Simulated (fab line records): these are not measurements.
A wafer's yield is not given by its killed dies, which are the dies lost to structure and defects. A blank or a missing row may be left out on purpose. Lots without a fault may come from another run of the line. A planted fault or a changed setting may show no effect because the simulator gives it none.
Struck lot and sound lot, side by side || flow sky130 || 15 out of 708 route steps
Sound: wafers L386.1, L386.4, L386.6. The struck wafers were L406.1, L406.2, L406.6. The cause is named last.
Each step with rows lists, per side, the tool, then ch with its chambers, then its first start. Under that, the readings that differ: sound wafers || struck wafers || difference of the means || sigmas: that difference in standard deviations of wafers without a fault.
alike: readings with means less than 2 such deviations apart, plus words and numbers identical on both sides. not compared: withheld readings, readings lacking a value on some wafer, bounds such as >300 that could conceal the same value, and numbers that have no deviation in the record and whose values overlap.
A row with sigmas, a row that says differs or no value, or rows on one side alone: a step with any of these is where the two part. Non-overlapping numbers with no deviation appear without sigmas and do not part them. Lack of a reading on every wafer of one side parts them only where that side has two or more wafers.

first, 3 steps without rows for these wafers: SKY_METAL1_EXPOSE_12 (exposes mask MM1, target cd 140 nm); SKY_METAL1_PEB_13; SKY_METAL1_DEVELOP_14 (develop time 60 s).
SKY_METAL1_CD_MEAS_15 targets a cd of 140 nm.
  sound on cd sem-01, day 32 09:32; struck on cd sem-01, day 39 03:29
{"reading": "cd nm (nm)", "sound": "140.8 140.3 140.2", "struck": "137.2 136.3 138.1", "difference": -3.2, "sigmas": -2}
SKY_METAL1_OVL_MEAS_16:
  sound on overlay-01, day 32 09:39; struck on overlay-01, day 39 03:36
  alike: METAL1_OVL
SKY_METAL1_DESCUM_17: chemistry O2, time 8 s.
  sound on rie metal-02 ch 0,1, day 32 09:41; struck on rie metal-01 ch 0,1, day 39 03:38
  alike: drypump motor current A, oes product au, rf fwd power W
  not compared: rf hours counter h
SKY_METAL1_ETCH_18: etches BARC in N2/H2, stops on SiO2, time 45.9 s, target depth 60 nm.
  sound on rie metal-02 ch 0,1, day 32 09:43; struck on rie metal-01 ch 0,1, day 39 03:40
  alike: drypump motor current A, oes product au, rf fwd power W, throttle valve pct
  not compared: rf hours counter h
SKY_METAL1_METAL_ETCH_19: etches the open film in Cl2/BCl3, stops on SiO2, target depth 360 nm, time 78 s.
  sound on rie metal-02 ch 0,1, day 32 09:47; struck on rie metal-01 ch 0,1, day 39 03:44
  alike: drypump motor current A, oes product au, rf fwd power W, throttle valve pct
  not compared: rf hours counter h
SKY_METAL1_STRIP_20: strips in O2/N2.
  sound on plasma asher-04 ch 0,1, day 32 09:52; struck on plasma asher-04 ch 0,1, day 39 03:49
{"reading": "oes product au (a.u.)", "sound": "0.350 0.351 0.349", "struck": "0.339 0.343 0.335", "difference": -0.011, "sigmas": -2}
  alike: drypump motor current A, strip time to endpoint s
  not compared: rf hours counter h
then, 3 steps without rows for these wafers: SKY_METAL1_STRIP_21 (strips in post etch residue remover, time 1200 s); SKY_METAL1_CLEAN_22 (cleans in IPA, time 180 s); SKY_METAL1_CLEAN_23 (cleans in O3/DIW).
SKY_VIA1_HDPCVD_00: deposits SiO2, target thk 1030 nm, time 171.7 s.
  sound on hdpcvd-01 ch 0,1,2, day 32 10:35; struck on hdpcvd-02 ch 1,2, day 39 04:25
{"reading": "sih4 flow sccm (sccm)", "sound": "60.04 60.07 59.95", "struck": "48.12 47.92 47.95", "difference": -12.02, "sigmas": -75}
{"reading": "model.SiO2_of_VIA1_HDPCVD_00.thk nm (nm)", "sound": "1052 1043 1049", "struck": "834.1 840.1 846", "difference": -207.9, "sigmas": ""}
  alike: pressure mtorr
SKY_VIA1_THK_MEAS_01:
  sound on film metro-02, day 32 10:41; struck on film metro-03, day 39 04:31
{"reading": "VIA1_HDPCVD_THK (nm)", "sound": "1051 1043 1048", "struck": "834 839 847", "difference": -207, "sigmas": -22}
SKY_VIA1_CMP_02: polishes SiO2.
  sound on cmp-02 ch 0,2, day 32 10:49; struck on cmp-02 ch 0,1,3, day 39 04:35
  alike: motor current A, slurry filter dp kPa

== WHERE THEY PART ==
Last at SKY_VIA1_THK_MEAS_01 as far as this record goes, first at SKY_METAL1_CD_MEAS_15. Later steps at which nothing parts them and some readings are alike: SKY_VIA1_CMP_02.

WHY: the cause the simulator had injected
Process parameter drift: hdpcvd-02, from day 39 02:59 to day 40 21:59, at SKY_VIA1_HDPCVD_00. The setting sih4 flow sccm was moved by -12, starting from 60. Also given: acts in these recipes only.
